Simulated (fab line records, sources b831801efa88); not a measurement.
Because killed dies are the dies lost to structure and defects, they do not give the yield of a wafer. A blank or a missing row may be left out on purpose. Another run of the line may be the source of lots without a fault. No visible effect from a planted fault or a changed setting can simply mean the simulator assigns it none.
Which tool did it?	flow gf180mcu	7 lots with 21 wafers sampled at 2 steps, on a route of 602 steps

WHAT THE GAUGES READ, wafer by wafer
GF_V2_THK_MEAS_25: measures by xrf.
lot	measured	on	V2_W_THK (nm)
L664	day 20 22:01	film metro-03	350 351 349
L667	day 21 23:40	film metro-03	349 350 350
L670	day 23 01:17	film metro-03	354 349 359
L672	day 24 08:34	film metro-04	363 361 360
L675	day 25 04:23	film metro-04	359 366 371
L682	day 27 02:43	film metro-04	356 371 356
L685	day 28 05:34	film metro-01	349 356 351

TOOL THAT RAN EACH LOT (tool first, then ch and the chambers of the sampled wafers, then the start)
lot	GF_NSD_DEVELOP_06
L664	litho track-03 ch 0, day 13 21:03
L667	litho track-01 ch 0, day 14 19:56
L670	litho track-01 ch 0, day 15 19:34
L672	litho track-04 ch 0, day 17 02:20
L675	litho track-04 ch 0, day 17 22:43
L682	litho track-01, day 20 03:38
L685	litho track-03 ch 0, day 21 10:35
- GF_NSD_DEVELOP_06: develop time 60 s.

THE ANSWER, worked out from the rows above alone
Rule: the lots themselves supply what counts as usual. The widest of any qualifying gaps counts: lots, ordered by their means at a reading, are off when they make up no more than a third of the lots, leave a main group of 4 or more, and stand apart from it by 3 or more times the standard deviation of that group's means. The tables above print the reading to a certain number of digits; a main group whose means all agree to those digits is not used. A lot without any number at a reading at which 4 lots or more have one is off too. Any other lot the step has rows for is counted as sound.
No lot is off on any of the readings shown, so nothing can be concluded from this.

WHAT WAS PUT IN BY THE SIMULATOR
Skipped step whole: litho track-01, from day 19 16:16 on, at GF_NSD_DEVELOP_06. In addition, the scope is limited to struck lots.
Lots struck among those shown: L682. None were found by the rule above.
